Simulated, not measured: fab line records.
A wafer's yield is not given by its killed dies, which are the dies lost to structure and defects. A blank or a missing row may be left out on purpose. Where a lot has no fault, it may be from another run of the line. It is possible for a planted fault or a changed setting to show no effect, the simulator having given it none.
fab line records	flow sky130
record lots=5	wafers=15	last-day=50
route steps=708 shown PASSIVATION@683 PAD_OPEN@694
lots untouched by any fault: they come from a run of this same line in which no faults occurred
start-h: the number of hours between the record's first day and the start of the first shown wafer of the lot	wait-h: hours elapsed since this lot's preceding step	" identical to the entry in the row above	L1.1+2: several wafers, shown together as one row	- either no value or no given start	* or withheld: withheld	< > ~ a bound
route shown NAME@n: names a module that has steps shown in the file, with the first one's number in the route	usual: mean/standard deviation taken from wafers without a fault	same: alike in all rows	chamber/n: place in a boat	sites: readings site by site	_std_site: the standard deviation of these	_edge_site: mean of outer sites minus mean of inner sites	radius-mm: how far each site lies from the wafer's centre	mask NAME#n: copy n	behind: tool/chamber where the wafer was last shaped	hold: why the lot went on hold/how many hours it stayed there/how the hold came to an end	device: the n, p or np transistor that did not switch	end of line: tests of these same wafers at the route's end	a step with no rows: only its recipe	killed: dies lost to structure and defects at the first sort, not the wafer's yield	map: dies across one wafer; x = killed, . = not, _ = none there
set.NAME: the setting that was run; set.NAME@STEP: the one run at that earlier step	model.NAME: the simulator's own value behind a step, which no gauge read
lots at some steps of the route; a table a step, a row a wafer
services: from which hour (start-h, from the record's first day; less than 0 if before it) a tool's chamber was out of use, for how many hours, and why
## steps
# step SKY_PASSIVATION_CVD_02
# recipe material=Si3N4	target-thk-nm=540	temp-c=400	time-s=withheld	rf-w=450
# usual heater-power-w=739/99
lot.wafer	tool	chamber	start-h	wait-h	heater-power-w
L076.1	pecvd-03	0	1030.59	0.1	711
L076.2	"	2	"	"	690
L076.6	"	0	"	"	593
L083.1	pecvd-04	1	1081.04	0.1	781
L083.5	"	2	"	"	757
L083.6	"	0	"	"	788
L085.3	pecvd-04	1	1093.79	0.1	631
L085.5	"	2	"	"	656
L085.6	"	1	"	"	661
L089.1	pecvd-04	0	1139.17	0.1	855
L089.3	"	2	"	"	799
L089.4	"	1	"	"	714
L092.1	pecvd-03	0	1153.68	0.1	671
L092.5	"	2	"	"	692
L092.6	"	0	"	"	700
# step SKY_PASSIVATION_THK_MEAS_03
# recipe reads=Si3N4_of_PASSIVATION_CVD_02
# usual PASSIVATION_CVD_02_THK=540/6.9
lot.wafer	tool	chamber	start-h	wait-h	PASSIVATION_CVD_02_THK[nm]
L076.1	film-metro-02	-	1030.92	-	531
L076.2	"	-	"	"	538
L076.6	"	-	"	"	543
L083.1	film-metro-02	-	1081.27	-	545
L083.5	"	-	"	"	549
L083.6	"	-	"	"	541
L085.3	film-metro-01	-	1094.03	-	541
L085.5	"	-	"	"	537
L085.6	"	-	"	"	541
L089.1	film-metro-03	-	1139.40	-	535
L089.3	"	-	"	"	535
L089.4	"	-	"	"	544
L092.1	film-metro-02	-	1153.90	-	534
L092.5	"	-	"	"	546
L092.6	"	-	"	"	545
# step SKY_PASSIVATION_DEHYDRATE_04
# recipe temp-c=200	time-s=60
lot.wafer	tool	chamber	start-h	wait-h
L076.1+2+6	litho-track-01	0	1041.24	10.3
L083.1+5+6	litho-track-01	0	1091.74	10.5
L085.3+5+6	litho-track-01	0	1102.54	8.5
L089.1+3+4	litho-track-04	0	1146.84	7.4
L092.1+5+6	litho-track-04	0	1162.19	8.3
# step SKY_PASSIVATION_HMDS_05
# recipe prime-time-s=60	prime-temp-c=120
lot.wafer	tool	chamber	start-h	wait-h
L076.1+2+6	litho-track-01	0	1041.39	0.1
L083.1+5+6	litho-track-01	0	1091.89	0.1
L085.3+5+6	litho-track-01	0	1102.69	0.1
L089.1+3+4	litho-track-04	0	1146.99	0.1
L092.1+5+6	litho-track-04	0	1162.34	0.1
# step SKY_PASSIVATION_COAT_06
# recipe spin-rpm=2000	resist-thk-nm=3000
# usual spin-speed-rpm=1999.8/1.5
lot.wafer	tool	chamber	start-h	wait-h	spin-speed-rpm
L076.1	litho-track-01	0	1041.54	0.1	1998.8
L076.2	"	0	"	"	1999.8
L076.6	"	0	"	"	2000.4
L083.1	litho-track-01	0	1092.04	0.1	2000.3
L083.5	"	0	"	"	1998.1
L083.6	"	0	"	"	1997.4
L085.3	litho-track-01	0	1102.84	0.1	2001.5
L085.5	"	0	"	"	2002.5
L085.6	"	0	"	"	2000.6
L089.1	litho-track-04	0	1147.14	0.1	2002.4
L089.3	"	0	"	"	2001.1
L089.4	"	0	"	"	1999.9
L092.1	litho-track-04	0	1162.49	0.1	1999.3
L092.5	"	0	"	"	2000.8
L092.6	"	0	"	"	2000.0
# step SKY_PASSIVATION_SOFTBAKE_07
# recipe temp-c=110	time-s=withheld
lot.wafer	tool	chamber	start-h	wait-h
L076.1+2+6	litho-track-01	0	1041.69	0.1
L083.1+5+6	litho-track-01	0	1092.19	0.1
L085.3+5+6	litho-track-01	0	1103.01	0.1
L089.1+3+4	litho-track-04	0	1147.29	0.1
L092.1+5+6	litho-track-04	0	1162.64	0.1
# step SKY_PASSIVATION_EXPOSE_08
# recipe mask-id=NSM	target-cd-nm=3000	na=0.57	dose-mj=260
# same na=0.57
lot.wafer	tool	chamber	start-h	wait-h	mask
L076.1+2+6	iline-stepper-02	0	-	-	NSM#0
L083.1+5+6	iline-stepper-01	0	-	-	NSM#0
L085.3+5+6	iline-stepper-01	0	-	-	NSM#0
L089.1+3+4	iline-stepper-02	0	-	-	NSM#0
L092.1+5+6	iline-stepper-02	0	-	-	NSM#0
# step SKY_PASSIVATION_PEB_09
# recipe temp-c=115	time-s=withheld
lot.wafer	tool	chamber	start-h	wait-h
L076.1+2+6	litho-track-04	0	-	-
L083.1+5+6	litho-track-04	0	-	-
L085.3+5+6	litho-track-04	0	-	-
L089.1+3+4	litho-track-03	0	-	-
L092.1+5+6	litho-track-01	0	-	-
# step SKY_PASSIVATION_DEVELOP_10
# recipe develop-time-s=60	dev-temp-c=23
lot.wafer	tool	chamber	start-h	wait-h
L076.1+2+6	litho-track-04	0	-	-
L083.1+5+6	litho-track-04	0	-	-
L085.3+5+6	litho-track-04	0	-	-
L089.1+3+4	litho-track-03	0	-	-
L092.1+5+6	litho-track-01	0	-	-
# step SKY_PASSIVATION_ETCH_11
# recipe chemistry=CF4/O2	target-depth-nm=725	stop-on=AlCu	source-w=800	bias-w=150	pressure-mtorr=150	cf4-flow-sccm=80	O2_flow_sccm=10	time-s=161.1
# usual bias-w=150.0/0.43	drypump-motor-current-A=5.8/0.5	oes-product-au=0.977/0.0069	throttle-valve-pct=5.964/0.0095
lot.wafer	tool	chamber	start-h	wait-h	bias-w	drypump-motor-current-A	oes-product-au	rf-hours-counter-h	throttle-valve-pct
L076.1	rie-diel-03	0	1053.18	-	150.1	6.4	0.965	12	5.965
L076.2	"	1	"	"	149.8	6.4	0.977	17	5.970
L076.6	"	1	"	"	150.0	6.4	0.982	-	5.969
L083.1	rie-diel-04	0	1101.53	-	149.7	6.0	0.972	4	5.976
L083.5	"	3	"	"	149.3	5.6	0.987	-	5.960
L083.6	"	2	"	"	149.9	5.3	0.986	-	5.956
L085.3	rie-diel-04	1	1113.23	-	149.8	6.0	0.977	11	5.967
L085.5	"	2	"	"	149.7	5.3	0.975	-	5.955
L085.6	"	1	"	"	150.1	6.0	0.980	-	5.971
L089.1	rie-diel-03	3	1157.09	-	149.8	5.1	0.970	11	5.959
L089.3	"	1	"	"	150.0	6.4	0.978	20	5.974
L089.4	"	0	"	"	149.9	6.4	0.991	15	5.957
L092.1	rie-diel-04	0	1171.19	-	150.2	6.0	0.977	6	5.968
L092.5	"	1	"	"	149.9	6.0	0.979	-	5.976
L092.6	"	0	"	"	149.8	6.0	0.983	-	5.954
# step SKY_PASSIVATION_STRIP_12
# recipe chemistry=O2/N2	power-w=1400	pressure-mtorr=1500	platen-temp-c=withheld	overash-fraction=0.7	o2-flow-sccm=3000	n2-flow-sccm=300
# usual drypump-motor-current-A=5.69/0.27	o2-flow-sccm=2999/9.2	oes-product-au=0.661/0.0045	strip-time-to-endpoint-s=31.57/0.12
lot.wafer	tool	chamber	start-h	wait-h	drypump-motor-current-A	o2-flow-sccm	oes-product-au	rf-hours-counter-h	strip-time-to-endpoint-s
L076.1	plasma-asher-03	1	1053.29	0.1	5.59	2987	0.660	92	31.49
L076.2	"	0	"	"	5.20	3012	0.660	92	31.60
L076.6	"	0	"	"	5.22	3005	0.660	-	31.61
L083.1	plasma-asher-04	1	1101.64	0.1	5.65	2996	0.663	68	31.77
L083.5	"	1	"	"	5.67	2995	0.666	-	31.75
L083.6	"	0	"	"	5.77	3000	0.661	-	31.57
L085.3	plasma-asher-02	1	1113.37	0.1	6.08	2995	0.663	-	31.50
L085.5	"	0	"	"	5.96	3014	0.663	-	31.57
L085.6	"	1	"	"	6.08	2993	0.665	-	31.47
L089.1	plasma-asher-03	1	1157.19	0.1	5.56	3015	0.658	102	31.56
L089.3	"	1	"	"	5.56	3000	0.660	-	31.41
L089.4	"	0	"	"	5.22	2996	0.663	-	31.51
L092.1	plasma-asher-04	1	1171.30	0.1	5.66	3011	0.667	74	31.44
L092.5	"	1	"	"	5.69	3009	0.661	-	31.40
L092.6	"	0	"	"	5.79	3003	0.659	-	31.42
# step SKY_PAD_OPEN_DEHYDRATE_00
# recipe temp-c=200	time-s=60
lot.wafer	tool	chamber	start-h	wait-h
L076.1+2+6	litho-track-03	0	1062.53	9.2
L083.1+5+6	litho-track-02	0	1111.08	9.4
L085.3+5+6	litho-track-03	0	1122.23	8.8
L089.1+3+4	litho-track-03	0	1164.79	7.6
L092.1+5+6	litho-track-02	0	1179.58	8.2
# step SKY_PAD_OPEN_HMDS_01
# recipe prime-time-s=60	prime-temp-c=120
lot.wafer	tool	chamber	start-h	wait-h
L076.1+2+6	litho-track-03	0	1062.68	0.1
L083.1+5+6	litho-track-02	0	1111.23	0.1
L085.3+5+6	litho-track-03	0	1122.38	0.1
L089.1+3+4	litho-track-03	0	1164.94	0.1
L092.1+5+6	litho-track-02	0	1179.73	0.1
# step SKY_PAD_OPEN_COAT_02
# recipe spin-rpm=2000	resist-thk-nm=3000
# usual spin-speed-rpm=2000.1/1.2
lot.wafer	tool	chamber	start-h	wait-h	spin-speed-rpm
L076.1	litho-track-03	0	1062.83	0.1	2001.8
L076.2	"	0	"	"	2003.6
L076.6	"	0	"	"	2000.7
L083.1	litho-track-02	0	1111.38	0.1	1999.1
L083.5	"	0	"	"	2000.0
L083.6	"	0	"	"	2001.2
L085.3	litho-track-03	0	1122.53	0.1	2000.8
L085.5	"	0	"	"	2000.4
L085.6	"	0	"	"	1998.9
L089.1	litho-track-03	0	1165.09	0.1	2001.3
L089.3	"	0	"	"	2003.1
L089.4	"	0	"	"	1999.8
L092.1	litho-track-02	0	1179.88	0.1	1999.9
L092.5	"	0	"	"	1998.8
L092.6	"	0	"	"	1998.9
# step SKY_PAD_OPEN_SOFTBAKE_03
# recipe temp-c=110	time-s=withheld
lot.wafer	tool	chamber	start-h	wait-h
L076.1+2+6	litho-track-03	0	1062.98	0.1
L083.1+5+6	litho-track-02	0	1111.53	0.1
L085.3+5+6	litho-track-03	0	1122.70	0.1
L089.1+3+4	litho-track-03	0	1165.24	0.1
L092.1+5+6	litho-track-02	0	1180.03	0.1
# step SKY_PAD_OPEN_EXPOSE_04
# recipe mask-id=PDM	target-cd-nm=60000	na=0.57	dose-mj=260
# same na=0.57
lot.wafer	tool	chamber	start-h	wait-h	mask
L076.1+2+6	iline-stepper-02	0	-	-	PDM#0
L083.1+5+6	iline-stepper-01	0	-	-	PDM#0
L085.3+5+6	iline-stepper-02	0	-	-	PDM#0
L089.1+3+4	iline-stepper-01	0	-	-	PDM#0
L092.1+5+6	iline-stepper-01	0	-	-	PDM#0
# step SKY_PAD_OPEN_PEB_05
# recipe temp-c=115	time-s=withheld
lot.wafer	tool	chamber	start-h	wait-h
L076.1+2+6	litho-track-03	0	-	-
L083.1+5+6	litho-track-04	0	-	-
L085.3+5+6	litho-track-02	0	-	-
L089.1+3+4	litho-track-02	0	-	-
L092.1+5+6	litho-track-03	0	-	-
# step SKY_PAD_OPEN_DEVELOP_06
# recipe develop-time-s=60	dev-temp-c=23
lot.wafer	tool	chamber	start-h	wait-h
L076.1+2+6	litho-track-03	0	-	-
L083.1+5+6	litho-track-04	0	-	-
L085.3+5+6	litho-track-02	0	-	-
L089.1+3+4	litho-track-02	0	-	-
L092.1+5+6	litho-track-03	0	-	-
# step SKY_PAD_OPEN_ETCH_07
# recipe chemistry=CF4/O2	target-depth-nm=725	stop-on=AlCu	source-w=800	bias-w=150	pressure-mtorr=150	cf4-flow-sccm=80	O2_flow_sccm=10	time-s=161.1
# usual bias-w=150.0/0.48	drypump-motor-current-A=5.7/0.44	oes-product-au=0.977/0.0077	throttle-valve-pct=5.966/0.0084
lot.wafer	tool	chamber	start-h	wait-h	bias-w	drypump-motor-current-A	oes-product-au	rf-hours-counter-h	throttle-valve-pct
L076.1	rie-diel-01	0	1074.13	-	149.6	5.7	0.969	2	5.965
L076.2	"	1	"	"	149.3	5.2	0.969	2	5.974
L076.6	"	1	"	"	148.6	5.2	0.981	-	5.957
L083.1	rie-diel-01	1	1121.49	-	149.9	5.2	0.989	4	5.959
L083.5	"	2	"	"	150.6	4.7	0.989	-	5.982
L083.6	"	1	"	"	150.5	5.2	0.979	-	5.990
L085.3	rie-diel-02	2	1132.08	-	149.4	5.9	0.974	21	5.964
L085.5	"	0	"	"	149.3	6.3	0.976	-	5.968
L085.6	"	1	"	"	149.9	6.3	0.973	-	5.975
L089.1	rie-diel-04	0	1174.08	-	150.3	6.0	0.967	6	5.965
L089.3	"	2	"	"	150.3	5.3	0.973	22	5.956
L089.4	"	3	"	"	150.1	5.6	0.979	11	5.958
L092.1	rie-diel-02	0	1187.44	-	150.2	6.4	0.973	14	5.973
L092.5	"	3	"	"	150.0	5.6	0.986	-	5.957
L092.6	"	2	"	"	149.7	6.0	0.983	-	5.976
# step SKY_PAD_OPEN_STRIP_08
# recipe chemistry=O2/N2	power-w=1400	pressure-mtorr=1500	platen-temp-c=withheld	overash-fraction=0.7	o2-flow-sccm=3000	n2-flow-sccm=300
# usual drypump-motor-current-A=5.7/0.44	o2-flow-sccm=2999/8.7	oes-product-au=0.663/0.0043	strip-time-to-endpoint-s=37.06/0.092
lot.wafer	tool	chamber	start-h	wait-h	drypump-motor-current-A	o2-flow-sccm	oes-product-au	rf-hours-counter-h	strip-time-to-endpoint-s
L076.1	plasma-asher-01	0	1074.24	0.1	5.6	3019	0.664	33	37.09
L076.2	"	1	"	"	6.6	2997	0.657	33	37.09
L076.6	"	0	"	"	5.6	3014	0.660	-	37.16
L083.1	plasma-asher-03	1	1121.59	0.1	5.5	3008	0.671	99	37.03
L083.5	"	0	"	"	5.2	3004	0.665	-	37.12
L083.6	"	1	"	"	5.6	3007	0.665	-	36.93
L085.3	plasma-asher-03	0	1132.22	0.1	5.2	2998	0.662	-	37.10
L085.5	"	1	"	"	5.5	2981	0.661	-	37.01
L085.6	"	0	"	"	5.2	2996	0.661	-	36.98
L089.1	plasma-asher-01	1	1174.18	0.1	6.6	3004	0.667	43	37.02
L089.3	"	0	"	"	5.6	3011	0.657	-	37.08
L089.4	"	1	"	"	6.6	3003	0.664	-	37.16
L092.1	plasma-asher-04	1	1187.54	0.1	5.7	2990	0.657	76	37.23
L092.5	"	0	"	"	5.8	2999	0.661	-	37.17
L092.6	"	1	"	"	5.8	2989	0.661	-	37.23
# step SKY_PAD_OPEN_STRIP_09
# recipe chemistry=post-etch-residue-remover	time-s=1200	temp-c=72.5
# usual temp-c=72.51/0.13
lot.wafer	tool	chamber	start-h	wait-h	temp-c
L076.1	wet-bench-01	0	1074.34	0.1	72.72
L076.2	"	0	"	"	72.61
L076.6	"	0	"	"	72.49
L083.1	wet-bench-02	2	1121.69	0.1	72.59
L083.5	"	2	"	"	72.46
L083.6	"	2	"	"	72.57
L085.3	wet-bench-02	2	1132.28	0.0	72.40
L085.5	"	2	"	"	72.29
L085.6	"	2	"	"	72.47
L089.1	wet-bench-04	2	1174.28	0.1	72.52
L089.3	"	2	"	"	72.55
L089.4	"	2	"	"	72.62
L092.1	wet-bench-02	0	1187.64	0.1	72.52
L092.5	"	0	"	"	72.53
L092.6	"	0	"	"	72.56
# step SKY_PAD_OPEN_CLEAN_10
# recipe chemistry=IPA	time-s=180	temp-c=25
# usual temp-c=25.02/0.098
lot.wafer	tool	chamber	start-h	wait-h	temp-c
L076.1	wet-bench-02	0	1074.68	0.0	24.97
L076.2	"	0	"	"	24.99
L076.6	"	0	"	"	25.14
L083.1	wet-bench-01	2	1122.09	0.1	25.02
L083.5	"	2	"	"	24.99
L083.6	"	2	"	"	24.99
L085.3	wet-bench-04	1	1132.62	0.0	25.01
L085.5	"	1	"	"	25.04
L085.6	"	1	"	"	25.13
L089.1	wet-bench-04	0	1174.62	0.0	25.22
L089.3	"	0	"	"	25.08
L089.4	"	0	"	"	24.88
L092.1	wet-bench-04	0	1188.01	0.0	25.10
L092.5	"	0	"	"	25.03
L092.6	"	0	"	"	24.82
# step SKY_PAD_OPEN_CLEAN_11
# recipe chemistry=O3/DIW	dry=n2-spin
lot.wafer	tool	chamber	start-h	wait-h
L076.1+2+6	wet-bench-01	2	1074.74	0.0
L083.1+5+6	wet-bench-02	0	1122.37	0.2
L085.3+5+6	wet-bench-02	3	1132.69	0.0
L089.1+3+4	wet-bench-01	3	1174.68	0.0
L092.1+5+6	wet-bench-02	0	1188.07	0.0
# step SKY_PAD_OPEN_ANNEAL_12
# recipe temp-c=400	time-s=withheld	ambient=N2/H2	idle-temp-c=300	ramp-up-c-per-min=8	ramp-down-c-per-min=4
# usual zone-power-upper-pct=3.97/0.04
lot.wafer	tool	chamber	start-h	wait-h	zone-power-upper-pct
L076.1	furnace-02	0	1074.83	0.0	4.00
L076.2	"	0	"	"	4.01
L076.6	"	0	"	"	3.96
L083.1	furnace-01	0	1122.47	0.0	3.98
L083.5	"	0	"	"	3.91
L083.6	"	0	"	"	3.98
L085.3	furnace-01	0	1132.78	0.0	4.02
L085.5	"	0	"	"	4.05
L085.6	"	0	"	"	4.02
L089.1	furnace-01	0	1174.77	0.0	4.01
L089.3	"	0	"	"	3.90
L089.4	"	0	"	"	3.97
L092.1	furnace-01	0	1188.17	0.0	3.93
L092.5	"	0	"	"	3.95
L092.6	"	0	"	"	3.97
# step SKY_PAD_OPEN_BOW_MEAS_13
# recipe mode=bow
# usual PAD_OPEN_BOW=44/8.5
lot.wafer	tool	chamber	start-h	wait-h	PAD_OPEN_BOW[um]
L076.1	film-metro-03	-	1076.33	-	37
L076.2	"	-	"	"	46
L076.6	"	-	"	"	32
L083.1	film-metro-03	-	1123.97	-	47
L083.5	"	-	"	"	35
L083.6	"	-	"	"	39
L085.3	film-metro-04	-	1134.32	-	43
L085.5	"	-	"	"	36
L085.6	"	-	"	"	31
L089.1	film-metro-03	-	1176.27	-	46
L089.3	"	-	"	"	50
L089.4	"	-	"	"	61
L092.1	film-metro-03	-	1189.67	-	42
L092.5	"	-	"	"	31
L092.6	"	-	"	"	35
## services
tool	chamber	start-h	hours	kind
pecvd-03	-	1016.62	6.0	pm
plasma-asher-01	-	1018.72	1.3	repair
plasma-asher-04	-	1020.83	0.8	repair
pecvd-03	1	1029.29	17.8	repair
rie-diel-01	3	1029.71	4.7	repair
rie-diel-04	1	1037.54	5.9	repair
rie-diel-02	1	1039.14	9.0	repair
iline-stepper-02	-	1044.12	2.1	pm
iline-stepper-01	-	1052.05	1.7	pm
pecvd-04	0	1053.61	4.7	repair
rie-diel-02	1	1065.98	9.5	repair
pecvd-04	-	1075.14	0.8	repair
furnace-01	-	1079.45	4.0	pm
rie-diel-02	3	1082.83	8.9	repair
rie-diel-02	1	1083.22	3.3	repair
rie-diel-01	-	1086.42	0.2	repair
iline-stepper-01	-	1122.40	4.4	pm
rie-diel-02	3	1125.21	2.5	repair
plasma-asher-04	-	1130.25	0.7	repair
rie-diel-04	2	1147.79	4.9	repair
pecvd-04	0	1154.30	23.6	repair
wet-bench-01	-	1162.52	4.4	pm
pecvd-04	2	1167.12	11.4	repair
pecvd-04	-	1182.33	0.3	repair
## key
fault none
